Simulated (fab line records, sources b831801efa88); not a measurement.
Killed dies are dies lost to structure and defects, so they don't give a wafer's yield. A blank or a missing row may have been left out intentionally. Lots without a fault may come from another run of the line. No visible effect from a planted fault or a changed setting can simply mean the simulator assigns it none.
Which of the tools did it? :: flow gf180mcu :: 13 lots, 39 wafers sampled, at 4 steps of a route of 602

== WHAT EACH GAUGE READ, for each wafer ==
GF_VT_IMPLANT_RS_MEAS_46: measurement is done with a four-point probe. Usual: MVSD_RS gives 456.8 ohm/sq (standard deviation 1).
lot: L790
measured: day 7 20:11
on: film-metro-01
MVSD_RS (ohm/sq): 455.8 455.4 456.4
flag: 

lot: L791
measured: day 7 23:17
on: film-metro-02
MVSD_RS (ohm/sq): 458.1 456.5 456.4
flag: 

lot: L792
measured: day 8 06:58
on: film-metro-02
MVSD_RS (ohm/sq): 457.1 456.0 456.7
flag: 

lot: L794
measured: day 8 22:34
on: film-metro-04
MVSD_RS (ohm/sq): 456.5 454.6 455.9
flag: 

lot: L796
measured: day 9 11:23
on: film-metro-04
MVSD_RS (ohm/sq): 457.3 456.3 457.3
flag: 

lot: L799
measured: day 10 07:47
on: film-metro-04
MVSD_RS (ohm/sq): 457.1 458.1 457.2
flag: 

lot: L800
measured: day 10 16:04
on: film-metro-04
MVSD_RS (ohm/sq): 455.5 456.4 456.3
flag: 

lot: L802
measured: day 11 06:48
on: film-metro-01
MVSD_RS (ohm/sq): 455.9 457.3 455.1
flag: 

lot: L805
measured: day 12 01:56
on: film-metro-04
MVSD_RS (ohm/sq): 455.8 455.4 457.5
flag: 

lot: L806
measured: day 12 06:53
on: film-metro-02
MVSD_RS (ohm/sq): 486.0 487.0 487.2
flag: OFF

lot: L807
measured: day 12 12:23
on: film-metro-01
MVSD_RS (ohm/sq): 457.2 457.0 457.1
flag: 

lot: L811
measured: day 13 17:39
on: film-metro-01
MVSD_RS (ohm/sq): 483.7 484.6 484.3
flag: OFF

lot: L812
measured: day 14 03:11
on: film-metro-04
MVSD_RS (ohm/sq): 458.1 457.7 457.4
flag: 

GF_V2_OVL_MEAS_15. Usual: V2_OVL gives -2 nm (standard deviation 5.4).
lot: L790
measured: day 20 14:52
on: overlay-02
V2_OVL (nm): -4 -1 -8
flag: 

lot: L791
measured: day 20 22:21
on: overlay-02
V2_OVL (nm): -8 -1 -5
flag: 

lot: L792
measured: day 21 10:36
on: overlay-01
V2_OVL (nm): -1 0 -3
flag: 

lot: L794
measured: day 22 06:30
on: overlay-01
V2_OVL (nm): 8 6 0
flag: 

lot: L796
measured: day 22 21:15
on: overlay-01
V2_OVL (nm): -1 -5 -4
flag: 

lot: L799
measured: day 24 00:16
on: overlay-02
V2_OVL (nm): 7 3 9
flag: 

lot: L800
measured: day 24 11:48
on: overlay-01
V2_OVL (nm): -5 2 -3
flag: 

lot: L802
measured: day 25 02:18
on: overlay-02
V2_OVL (nm): 0 -2 1
flag: 

lot: L805
measured: day 26 01:24
on: overlay-01
V2_OVL (nm): -5 -5 2
flag: 

lot: L806
measured: day 26 03:28
on: overlay-01
V2_OVL (nm): 4 3 3
flag: 

lot: L807
measured: day 26 14:25
on: overlay-02
V2_OVL (nm): 2 -1 -2
flag: 

lot: L811
measured: day 27 15:33
on: overlay-02
V2_OVL (nm): -5 -9 -5
flag: 

lot: L812
measured: day 28 03:57
on: overlay-01
V2_OVL (nm): 1 7 9
flag: 

== TOOL THAT RAN EACH LOT (tool first, then ch and the chambers of the sampled wafers, then the start) ==
lot: L790
GF_MVSD_IMPLANT_09: implanter-03 ch 0, day 4 16:22
GF_M2_SPUTTER_02: pvd-sputter-01, day 18 11:44

lot: L791
GF_MVSD_IMPLANT_09: implanter-04 ch 0, day 4 19:20
GF_M2_SPUTTER_02: pvd-sputter-04, day 18 18:48

lot: L792
GF_MVSD_IMPLANT_09: implanter-02 ch 0, day 5 02:42
GF_M2_SPUTTER_02: pvd-sputter-04, day 19 07:42

lot: L794
GF_MVSD_IMPLANT_09: implanter-04 ch 0, day 5 15:42
GF_M2_SPUTTER_02: pvd-sputter-04, day 20 05:15

lot: L796
GF_MVSD_IMPLANT_09: implanter-02 ch 0, day 6 02:55
GF_M2_SPUTTER_02: pvd-sputter-02, day 20 19:35

lot: L799
GF_MVSD_IMPLANT_09: implanter-03 ch 0, day 6 21:38
GF_M2_SPUTTER_02: pvd-sputter-01, day 22 01:18

lot: L800
GF_MVSD_IMPLANT_09: implanter-03 ch 0, day 7 03:15
GF_M2_SPUTTER_02: pvd-sputter-04, day 22 12:24

lot: L802
GF_MVSD_IMPLANT_09: implanter-04 ch 0, day 7 14:27
GF_M2_SPUTTER_02: pvd-sputter-02, day 23 04:40

lot: L805
GF_MVSD_IMPLANT_09: implanter-04 ch 0, day 8 07:35
GF_M2_SPUTTER_02: pvd-sputter-04, day 24 04:41

lot: L806
GF_MVSD_IMPLANT_09: implanter-03 ch 0, day 8 12:26
GF_M2_SPUTTER_02: pvd-sputter-04, day 24 07:35

lot: L807
GF_MVSD_IMPLANT_09: implanter-02 ch 0, day 8 16:59
GF_M2_SPUTTER_02: pvd-sputter-02, day 24 19:24

lot: L811
GF_MVSD_IMPLANT_09: implanter-03 ch 0, day 9 17:48
GF_M2_SPUTTER_02: pvd-sputter-02, day 25 20:41

lot: L812
GF_MVSD_IMPLANT_09: implanter-02 ch 0, day 10 01:19
GF_M2_SPUTTER_02: pvd-sputter-04, day 26 09:34
- GF_MVSD_IMPLANT_09
- GF_M2_SPUTTER_02: material AlCu, target thk 450 nm, time 23.9 s.

== AS READ BY THE TOOLS THEMSELVES (means over the sampled wafers that have a number; for cases with no such wafer, the mark the record gives instead) ==
GF_MVSD_IMPLANT_09. Usual: beam-on-s 10.00 s, standard deviation 0.21; dose-ions-cm2 5e+12, standard deviation 6.6e+09; faraday-current-uA 28.2, standard deviation 0.59.
lot: L790
tool: implanter-03
beam-on-s (s): 9.87
dose-ions-cm2: 5e+12
faraday-current-uA: 28.6
flag: 

lot: L791
tool: implanter-04
beam-on-s (s): 10.06
dose-ions-cm2: 5e+12
faraday-current-uA: 28.0
flag: 

lot: L792
tool: implanter-02
beam-on-s (s): 10.03
dose-ions-cm2: 5e+12
faraday-current-uA: 28.1
flag: 

lot: L794
tool: implanter-04
beam-on-s (s): 9.98
dose-ions-cm2: 5e+12
faraday-current-uA: 28.2
flag: 

lot: L796
tool: implanter-02
beam-on-s (s): 9.99
dose-ions-cm2: 5e+12
faraday-current-uA: 28.3
flag: 

lot: L799
tool: implanter-03
beam-on-s (s): 9.72
dose-ions-cm2: 5e+12
faraday-current-uA: 28.9
flag: 

lot: L800
tool: implanter-03
beam-on-s (s): 9.99
dose-ions-cm2: 5e+12
faraday-current-uA: 28.3
flag: 

lot: L802
tool: implanter-04
beam-on-s (s): 10.04
dose-ions-cm2: 5e+12
faraday-current-uA: 28.0
flag: 

lot: L805
tool: implanter-04
beam-on-s (s): 10.12
dose-ions-cm2: 5e+12
faraday-current-uA: 27.9
flag: 

lot: L806
tool: implanter-03
beam-on-s (s): 9.93
dose-ions-cm2: 3e+12
faraday-current-uA: 18.6
flag: OFF

lot: L807
tool: implanter-02
beam-on-s (s): 9.97
dose-ions-cm2: 5e+12
faraday-current-uA: 28.3
flag: 

lot: L811
tool: implanter-03
beam-on-s (s): 10.17
dose-ions-cm2: 3e+12
faraday-current-uA: 18.1
flag: OFF

lot: L812
tool: implanter-02
beam-on-s (s): 9.87
dose-ions-cm2: 5e+12
faraday-current-uA: 28.6
flag: 

GF_M2_SPUTTER_02. Usual: throttle-valve-pct 29.9 %, standard deviation 0.93.
lot: L790
tool: pvd-sputter-01
throttle-valve-pct (%): 28.9
flag: 

lot: L791
tool: pvd-sputter-04
throttle-valve-pct (%): 30.5
flag: 

lot: L792
tool: pvd-sputter-04
throttle-valve-pct (%): 30.8
flag: 

lot: L794
tool: pvd-sputter-04
throttle-valve-pct (%): 30.5
flag: 

lot: L796
tool: pvd-sputter-02
throttle-valve-pct (%): 28.6
flag: 

lot: L799
tool: pvd-sputter-01
throttle-valve-pct (%): 29.2
flag: 

lot: L800
tool: pvd-sputter-04
throttle-valve-pct (%): 30.7
flag: 

lot: L802
tool: pvd-sputter-02
throttle-valve-pct (%): 29.7
flag: 

lot: L805
tool: pvd-sputter-04
throttle-valve-pct (%): 30.7
flag: 

lot: L806
tool: pvd-sputter-04
throttle-valve-pct (%): 30.0
flag: 

lot: L807
tool: pvd-sputter-02
throttle-valve-pct (%): 29.1
flag: 

lot: L811
tool: pvd-sputter-02
throttle-valve-pct (%): 29.3
flag: 

lot: L812
tool: pvd-sputter-04
throttle-valve-pct (%): 31.0
flag: 

== THE ANSWER, worked out from the rows above alone ==
Rule: take the mean of a lot's wafers that have a number; if it is more than 3 standard deviations from the usual mean, the lot is off. Also off: a lot with no number at a reading for which 4 or more lots have one. Any other lot the step has rows for is counted as sound. The gauges are gone through in route order, then the tools' own readings, and for those a lot's mean is taken as printed above. The first step at which some lot is off is used, and at that step the reading that is off furthest; a lot without a number counts as furthest.
Off: at GF_VT_IMPLANT_RS_MEAS_46 (MVSD_RS), L806, L811.
A tool fits if, at a process step before that reading, it ran every lot that is off, and no sound lot after the first of them. The gauges at GF_VT_IMPLANT_RS_MEAS_46 aren't tried: what is off there is off at GF_MVSD_IMPLANT_09 too, on other tools, and a gauge's error can't cause that. One fits: GF_MVSD_IMPLANT_09 on implanter-03. A fault onset in the window from L800 (day 7 03:15, its last sound lot) to L806 (day 8 12:26, its first lot off) fits.
The tool's own readings at GF_MVSD_IMPLANT_09 bear it out: on the lots that are off they differ by more than 5 times the standard deviation of the sound lots' means. dose-ions-cm2 reads 3e+12 there against 5e+12 on the sound lots; faraday-current-uA reads 18.4 there against 28.3 on the sound lots.

== WHAT THE SIMULATOR HAD INSERTED ==
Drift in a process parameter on implanter-03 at GF_MVSD_IMPLANT_09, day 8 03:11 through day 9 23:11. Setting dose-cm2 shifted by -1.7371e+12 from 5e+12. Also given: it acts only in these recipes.
Lots struck among those shown: L806, L811. The rule above reached the same finding.
